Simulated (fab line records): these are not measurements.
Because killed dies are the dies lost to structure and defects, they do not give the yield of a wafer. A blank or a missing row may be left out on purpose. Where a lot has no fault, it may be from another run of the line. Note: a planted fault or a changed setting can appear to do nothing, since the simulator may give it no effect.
Which tool is to blame? | flow gf180mcu | 12 lots (36 wafers sampled), 1 step of a 602-step route

## WHAT EACH GAUGE READ, for each wafer
GF_V5_THK_MEAS_03. Usual: V5_CVD_02_THK typically reads 1442 nm, with standard deviation 19.
lot  | measured     | on            | V5_CVD_02_THK (nm) | flag
L633 | day 26 22:32 | film metro-04 | 1441 1460 1471     |
L634 | day 27 07:50 | film metro-02 | 1444 1476 1443     |
L635 | day 27 17:04 | film metro-03 | 1479 1449 1468     |
L638 | day 28 17:46 | film metro-03 | 1426 1449 1474     |
L639 | day 28 22:43 | film metro-02 | 1420 1432 1455     |
L640 | day 29 09:13 | film metro-03 | 1446 1441 1433     |
L641 | day 29 09:48 | film metro-03 | 1421 1436 1467     |
L642 | day 30 00:49 | film metro-02 | 1424 1442 1453     |
L646 | day 31 00:44 | film metro-02 | 1422 1427 1448     |
L652 | day 32 10:50 | film metro-03 | 1448 1414 1467     |
L653 | day 32 15:43 | film metro-02 | 1427 1437 1456     |
L654 | day 33 02:15 | film metro-04 | 1421 1469 1490     |

## WHICH TOOL RAN EACH LOT (tool, then ch and the chambers of the sampled wafers, then the start)
The record shows no process step preceding these readings.

## WHAT THE TOOLS THEMSELVES READ (means of the sampled wafers that have a number; where no wafer has one, the mark that the record gives instead)
The record holds no such reading with a usual standard deviation.

## THE ANSWER, worked out from the rows above alone
Rule: lot off if the mean of its wafers having a number is beyond 3 standard deviations from the usual mean. Also off: a lot with no number at a reading for which 4 or more lots have one. Where the step has rows for the other lots, those lots are counted as sound. First the gauges in route order, then the tools' own readings, where a lot's mean is used as printed above. At the first step where some lot is off, the reading lying furthest off is the one used; lots without a number count as furthest.
None of the lots is off at any reading shown; this tells nothing.

## WHAT THE SIMULATOR HAD INSERTED
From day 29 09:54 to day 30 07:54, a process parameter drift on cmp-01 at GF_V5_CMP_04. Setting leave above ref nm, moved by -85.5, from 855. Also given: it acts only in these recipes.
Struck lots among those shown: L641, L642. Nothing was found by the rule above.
